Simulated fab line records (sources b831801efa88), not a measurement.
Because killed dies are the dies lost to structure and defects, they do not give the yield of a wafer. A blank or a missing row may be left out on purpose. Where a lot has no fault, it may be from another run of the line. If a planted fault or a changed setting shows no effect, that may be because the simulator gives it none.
fab line records | flow sky130
[record] lots = 6 wafers = 18 last_day = 50
route steps=708 shown POLY_GATE@218
lots that met no fault: taken from a fault-free run of the same line
start_h: hours from the record's opening day to when the first of the lot's shown wafers began | wait_h: hours elapsed since this lot's preceding step | " the same as in the row above | L1.1+2: a single row standing in for several wafers | - either no value or no given start | * or withheld: withheld | < > ~ a bound
route shown NAME@n: NAME is a module with steps in the file, n the number in the route of the first one | usual: mean/standard deviation of fault-free wafers | same: alike in all rows | chamber/n: place in a boat | sites: readings site by site | _std_site: standard deviation of those values | _edge_site: inner sites' mean taken away from outer sites' mean | radius_mm: for every site, how far away it sits from the centre of the wafer | mask NAME#n: copy n | behind: the last tool/chamber to shape the wafer | hold: cause of the lot's hold/its duration in hours/its outcome | device: whichever transistor did not switch (one of n, p or np) | end of line: at the end of the route, the tests of the same wafers | a step without rows: its recipe alone | killed: not the wafer's yield, but the dies lost to structure and defects at the first sort | map: per-die view of a wafer (x killed, . not killed, _ where there is no die)
set.NAME: the setting that was run; set.NAME@STEP: the one run at that earlier step | model.NAME: the simulator's own value behind a step, which no gauge read
lots at selected steps of the route; one table per step, one row per wafer
services: a tool's chamber out of use, with start hour (start_h, from the record's first day; less than 0 if before it), hours out, and reason
[[steps]]
[step SKY_POLY_GATE_THK_MEAS_04]
[recipe] reads = Si3N4_of_POLY_GATE_CVD_03
[usual] POLY_GATE_CVD_03_THK = 75.4/0.82
// columns lot.wafer tool chamber start_h wait_h POLY_GATE_CVD_03_THK[nm]
L224.2 film_metro-01 - 355.45 0.0 74.6
L224.3 " - " " 74.6
L224.4 " - " " 74.5
L230.2 film_metro-04 - 407.67 0.0 76.3
L230.3 " - " " 76.3
L230.4 " - " " 75.9
L232.1 film_metro-04 - 426.50 0.0 75.6
L232.2 " - " " 75.7
L232.3 " - " " 75.6
L240.3 film_metro-02 - 503.89 0.0 76.6
L240.4 " - " " 77.1
L240.5 " - " " 76.5
L241.4 film_metro-01 - 511.62 0.0 75.7
L241.5 " - " " 76.0
L241.6 " - " " 75.3
L245.1 film_metro-04 - 540.06 0.0 75.5
L245.2 " - " " 75.1
L245.4 " - " " 75.2
[step SKY_POLY_GATE_DEHYDRATE_05]
[recipe] temp_c = 200 time_s = 60
[step SKY_POLY_GATE_HMDS_06]
[recipe] prime_time_s = 60 prime_temp_c = 120
[step SKY_POLY_GATE_COAT_07]
[recipe] resist = BARC temp_c = withheld time_s = withheld spin_rpm = 3000 resist_thk_nm = 110
[step SKY_POLY_GATE_COAT_08]
[recipe] resist = KrF-thick spin_rpm = 3000 resist_thk_nm = 450
[step SKY_POLY_GATE_SOFTBAKE_09]
[recipe] temp_c = 99.37 time_s = 90 resist = KrF-thick
[step SKY_POLY_GATE_EXPOSE_10]
[recipe] mask_id = P1M na = 0.68 source_shape = conventional sigma_outer = 0.6 target_cd_nm = 150 dose_mj = 28
[step SKY_POLY_GATE_PEB_11]
[recipe] peb_temp_c = withheld peb_time_s = withheld resist = KrF-thick
[step SKY_POLY_GATE_DEVELOP_12]
[recipe] develop_time_s = 60 resist = KrF-thick dev_temp_c = 21
[step SKY_POLY_GATE_CD_MEAS_13]
[recipe] target_cd_nm = 150
[usual] cd_nm = 150.2/1.2
// columns lot.wafer tool chamber start_h wait_h cd_nm
L224.2 cd_sem-02 - 384.26 - 148.5
L224.3 " - " " 148.6
L224.4 " - " " 148.9
L230.2 cd_sem-01 - 438.95 - 152.9
L230.3 " - " " 152.9
L230.4 " - " " 152.9
L232.1 cd_sem-02 - 457.38 - 149.5
L232.2 " - " " 149.9
L232.3 " - " " 150.4
L240.3 cd_sem-01 - 534.29 - 149.4
L240.4 " - " " 149.3
L240.5 " - " " 149.4
L241.4 cd_sem-01 - 542.63 - 149.7
L241.5 " - " " 150.6
L241.6 " - " " 150.5
L245.1 cd_sem-02 - 569.84 - 149.2
L245.2 " - " " 148.2
L245.4 " - " " 148.7
[step SKY_POLY_GATE_OVL_MEAS_14]
[usual] POLY_GATE_OVL = 3/6.8
// columns lot.wafer tool chamber start_h wait_h POLY_GATE_OVL[nm]
L224.2 overlay-02 - 384.37 0.1 1
L224.3 " - " " 2
L224.4 " - " " -3
L230.2 overlay-01 - 439.05 0.1 2
L230.3 " - " " -3
L230.4 " - " " -1
L232.1 overlay-01 - 457.50 0.1 4
L232.2 " - " " 14
L232.3 " - " " 4
L240.3 overlay-02 - 534.38 0.1 8
L240.4 " - " " 14
L240.5 " - " " 7
L241.4 overlay-02 - 542.70 0.1 -2
L241.5 " - " " 13
L241.6 " - " " 4
L245.1 overlay-02 - 569.96 0.1 1
L245.2 " - " " 10
L245.4 " - " " 13
[step SKY_POLY_GATE_ETCH_15]
[recipe] chemistry = N2/H2 target = BARC ion_energy_ev = 200 source_w = 500 bias_w = 100 pressure_mtorr = 30 n2_flow_sccm = 100 h2_flow_sccm = 200 stop_on = SiO2 time_s = 118.5 target_depth_a = 1100
[usual] bias_w = 99.97/0.29 chamber_pressure_mTorr = 29.999/0.027 drypump_motor_current_A = 5.7/0.47 n2_flow_sccm = 100.0/0.31 oes_product_au = 0.716/0.0043 throttle_valve_pct = 13.213/0.0093
// columns lot.wafer tool chamber start_h wait_h bias_w chamber_pressure_mTorr drypump_motor_current_A n2_flow_sccm oes_product_au rf_hours_counter_h throttle_valve_pct
L224.2 rie_diel-04 0 384.40 0.0 99.49 29.972 6.5 99.9 0.723 64 13.202
L224.3 " 3 " " 100.23 29.963 5.9 100.4 0.718 41 13.218
L224.4 " 1 " " 99.76 29.985 5.3 99.8 0.715 - 13.200
L230.2 rie_diel-01 0 439.08 0.0 100.15 30.009 6.3 99.4 0.717 14 13.211
L230.3 " 2 " " 100.10 30.042 5.4 100.1 0.715 4 13.207
L230.4 " 3 " " 100.09 29.985 4.8 100.0 0.721 76 13.232
L232.1 rie_diel-04 2 457.53 0.0 99.98 30.001 4.9 100.0 0.708 7 13.231
L232.2 " 0 " " 99.65 30.015 6.5 100.1 0.710 65 13.212
L232.3 " 1 " " 100.01 30.080 5.3 100.3 0.710 43 13.212
L240.3 rie_diel-01 2 534.40 0.0 99.71 29.981 5.3 100.1 0.713 6 13.201
L240.4 " 1 " " 98.94 29.965 5.8 99.9 0.709 35 13.221
L240.5 " 0 " " 100.02 30.033 6.4 100.2 0.718 - 13.223
L241.4 rie_diel-01 3 542.72 0.0 100.38 29.977 4.8 100.3 0.716 78 13.205
L241.5 " 2 " " 99.62 30.037 5.4 100.3 0.726 - 13.220
L241.6 " 1 " " 100.22 30.011 5.7 100.1 0.708 - 13.205
L245.1 rie_diel-03 3 569.99 0.0 100.10 29.998 5.5 100.1 0.713 54 13.206
L245.2 " 1 " " 99.95 30.002 5.8 99.8 0.714 12 13.211
L245.4 " 2 " " 99.87 30.007 5.5 100.5 0.717 - 13.196
[step SKY_POLY_GATE_ETCH_16]
[recipe] stop_on = poly-Si chemistry = CH3F/O2 target = Si3N4 source_w = 400 bias_w = 80 pressure_mtorr = 25 ch3f_flow_sccm = 40 O2_flow_sccm = 30 time_s = 147.5 target_depth_a = 750
[usual] O2_flow_sccm = 30.00/0.096 bias_w = 79.98/0.23 ch3f_flow_sccm = 39.99/0.13 drypump_motor_current_A = 5.7/0.47 oes_product_au = 0.641/0.0051 throttle_valve_pct = 10.536/0.0088
// columns lot.wafer tool chamber start_h wait_h O2_flow_sccm bias_w ch3f_flow_sccm drypump_motor_current_A oes_product_au rf_hours_counter_h throttle_valve_pct model.KrF-thick_of_POLY_GATE_COAT_08.thk_nm
L224.2 rie_diel-04 0 384.48 0.0 30.03 80.45 39.94 6.5 0.639 64 10.533 236.2
L224.3 " 3 " " 29.95 79.98 39.96 5.9 0.646 41 10.546 237.4
L224.4 " 1 " " 29.96 80.12 39.84 5.3 0.634 - 10.534 228.5
L230.2 rie_diel-01 0 439.16 0.0 - - - - - - - 343.4
L230.3 " 2 " " - - - - - - - 343.5
L230.4 " 3 " " - - - - - - - 344.2
L232.1 rie_diel-04 2 457.61 0.0 - - - - - - - 343.8
L232.2 " 0 " " - - - - - - - 344.6
L232.3 " 1 " " - - - - - - - 340.6
L240.3 rie_diel-01 2 534.48 0.0 29.84 79.71 40.10 5.3 0.650 6 10.522 229.4
L240.4 " 1 " " 30.03 80.00 39.94 5.8 0.644 35 10.545 231.4
L240.5 " 0 " " 30.24 80.18 39.98 6.4 0.645 - 10.538 230.4
L241.4 rie_diel-01 3 542.80 0.0 29.91 80.01 39.98 4.9 0.646 78 10.534 230.3
L241.5 " 2 " " 29.93 79.90 39.91 5.4 0.638 - 10.513 229.7
L241.6 " 1 " " 30.12 79.96 39.92 5.7 0.643 - 10.555 231.6
L245.1 rie_diel-03 3 570.08 0.0 29.73 80.09 39.95 5.5 0.641 54 10.527 236.1
L245.2 " 1 " " 30.05 80.44 39.84 5.8 0.652 12 10.540 240.5
L245.4 " 2 " " 29.99 80.28 40.00 5.5 0.638 - 10.548 237.1
[step SKY_POLY_GATE_ETCH_17]
[recipe] target_depth_nm = 180 stop_on = SiO2 over_etch_frac = 0.56667 chemistry = HBr/Cl2 target = poly-Si icp_w = 400 bias_w = 100 pressure_mtorr = 10 HBr_flow_sccm = 150 Cl2_flow_sccm = 50 time_s = 70.5
[usual] HBr_flow_sccm = 150.0/0.42 bias_w = 100.00/0.29 drypump_motor_current_A = 5.5/0.43 oes_product_au = 0.986/0.0071 throttle_valve_pct = 33.685/0.0095
[same] over_etch_frac = 0.56667
// columns lot.wafer tool chamber start_h wait_h HBr_flow_sccm bias_w drypump_motor_current_A oes_product_au rf_hours_counter_h throttle_valve_pct model.KrF-thick_of_POLY_GATE_COAT_08.thk_nm
L224.2 rie_si-02 2 384.58 0.0 150.2 99.93 5.2 0.983 36 33.694 143.2
L224.3 " 1 " " 150.3 99.71 5.2 0.988 6 33.684 141.2
L224.4 " 0 " " 149.2 100.24 5.4 0.989 3 33.680 134.8
L230.2 rie_si-02 0 439.26 0.0 149.8 100.14 5.4 0.977 3 33.685 250.3
L230.3 " 1 " " 149.5 99.40 5.2 0.996 6 33.690 246.5
L230.4 " 2 " " 149.8 100.03 5.2 0.979 36 33.686 251.5
L232.1 rie_si-01 2 457.71 0.0 150.5 99.77 5.9 0.997 0 33.691 248.4
L232.2 " 1 " " 150.2 100.23 5.6 0.995 6 33.686 250.4
L232.3 " 3 " " 149.8 100.37 5.9 0.991 7 33.669 248.1
L240.3 rie_si-02 0 534.58 0.0 149.6 99.52 5.4 0.984 4 33.690 135.8
L240.4 " 3 " " 149.3 100.17 6.2 0.988 3 33.681 138
L240.5 " 2 " " 149.8 100.34 5.1 0.983 - 33.672 136.8
L241.4 rie_si-01 2 542.90 0.0 150.2 100.14 5.9 0.995 1 33.678 136.7
L241.5 " 3 " " 150.0 100.39 5.9 0.985 - 33.681 137.2
L241.6 " 0 " " 150.2 100.16 4.9 0.983 - 33.694 138.1
L245.1 rie_si-01 0 570.18 0.0 150.5 99.59 4.9 0.988 27 33.672 140.5
L245.2 " 3 " " 149.6 99.68 5.9 0.990 8 33.678 146.3
L245.4 " 1 " " 150.1 100.17 5.6 0.992 6 33.693 142.2
[step SKY_POLY_GATE_STRIP_18]
[recipe] chemistry = O2/N2 power_w = 1365 pressure_mtorr = 1500 platen_temp_c = withheld o2_flow_sccm = 3000 n2_flow_sccm = 300 overash_fraction = 0.5
[usual] drypump_motor_current_A = 5.65/0.21 n2_flow_sccm = 299.9/0.9 oes_product_au = 0.361/0.005 strip_time_to_endpoint_s = 3.24/0.043
// columns lot.wafer tool chamber start_h wait_h drypump_motor_current_A n2_flow_sccm oes_product_au rf_hours_counter_h strip_time_to_endpoint_s
L224.2 plasma_asher-01 0 384.63 0.0 5.44 300.1 0.366 26 3.27
L224.3 " 1 " " 5.45 300.4 0.366 - 3.26
L224.4 " 0 " " 5.44 299.8 0.356 - 3.19
L230.2 plasma_asher-01 1 439.32 0.0 5.46 300.0 0.411 32 4.43
L230.3 " 1 " " 5.47 300.4 0.403 - 4.40
L230.4 " 0 " " 5.44 300.4 0.409 - 4.45
L232.1 plasma_asher-03 0 457.77 0.0 5.95 299.1 0.409 3 4.39
L232.2 " 1 " " 5.93 299.4 0.412 3 4.47
L232.3 " 1 " " 5.91 301.4 0.404 - 4.42
L240.3 plasma_asher-01 1 534.67 0.1 5.46 300.1 0.368 - 3.19
L240.4 " 0 " " 5.46 299.5 0.358 - 3.21
L240.5 " 0 " " 5.47 299.5 0.362 - 3.19
L241.4 plasma_asher-03 1 542.99 0.1 5.91 301.2 0.355 - 3.19
L241.5 " 1 " " 5.91 300.3 0.366 - 3.21
L241.6 " 0 " " 5.95 298.9 0.368 - 3.21
L245.1 plasma_asher-03 0 570.23 0.0 5.97 301.1 0.359 16 3.24
L245.2 " 1 " " 5.92 301.2 0.362 16 3.30
L245.4 " 0 " " 5.98 300.4 0.360 - 3.25
[step SKY_POLY_GATE_CLEAN_19]
[recipe] chemistry = SC1/SC2 mix = 1:4:20 temp_c = 70 time_s = 150 dry = n2_spin
[[services]]
// columns tool chamber start_h hours kind
rie_diel-04 0 365.92 2.3 repair
rie_diel-01 - 379.90 0.2 repair
rie_diel-04 2 381.67 10.2 repair
rie_si-01 - 381.87 2.8 pm
rie_si-01 2 386.58 5.8 repair
rie_diel-04 - 397.86 14.6 pm
rie_diel-03 2 403.29 34.9 repair
rie_diel-01 0 415.10 17.6 repair
rie_diel-03 3 415.84 3.7 repair
plasma_asher-03 - 421.25 9.0 pm
rie_diel-04 2 423.64 11.7 repair
plasma_asher-03 - 433.32 0.5 repair
rie_si-01 2 441.22 4.3 repair
rie_si-01 1 460.52 1.6 repair
rie_diel-03 3 465.61 6.5 repair
rie_diel-04 1 466.27 12.9 repair
rie_si-01 0 466.51 8.4 repair
rie_diel-01 1 475.95 14.6 repair
plasma_asher-01 - 511.59 14.6 pm
rie_diel-01 - 528.40 0.6 repair
rie_diel-01 - 538.12 2.8 pm
rie_si-01 3 545.03 11.4 repair
rie_diel-04 2 555.67 10.1 repair
rie_diel-01 - 569.51 0.1 repair
[[key]]
[first_sign] step = SKY_POLY_GATE_ETCH_16 reading = tool_record direction = missing
[effect] step = SKY_POLY_GATE_STRIP_18 reading = strip_time_to_endpoint_s direction = up sigmas = 27 usual = * struck = *
[model_effect] step = SKY_POLY_GATE_ETCH_16 value = KrF-thick_of_POLY_GATE_COAT_08.thk_nm without = 232.2 struck = 343.3
[model_effect] step = SKY_POLY_GATE_ETCH_17 value = KrF-thick_of_POLY_GATE_COAT_08.thk_nm without = 138.1 struck = 249.2
met_at SKY_POLY_GATE_ETCH_16
struck_wafers L230.2,L230.3,L230.4,L232.1,L232.2,L232.3
later_rows_left_out L230.2,L230.3,L230.4,L232.1,L232.2,L232.3
sort_left_out L230.2,L230.3,L230.4,L232.1,L232.2,L232.3
tester_left_out L230,L232
onset_between 384.48 439.16
[fault] kind = skipped_step_whole tool = rie_diel-01,rie_diel-04 chamber = - onset_h = 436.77 steps = SKY_POLY_GATE_ETCH_16 scope = struck_lots_only
// tester_left_out: of these lots the tester's yield and bins aren't shown, on N5 and GAA mostly nor the transistor test; their killed dies are dies lost to structure and defects alone, not to doping, threshold or leakage, so they don't give the yield
// sort_left_out: the simulated sort isn't trusted on such a fault, so these wafers' sort isn't shown, and their yield isn't known
// later_rows_left_out: the simulator's readings of these wafers behind a module that went badly wrong aren't trusted and aren't shown, but for the sort
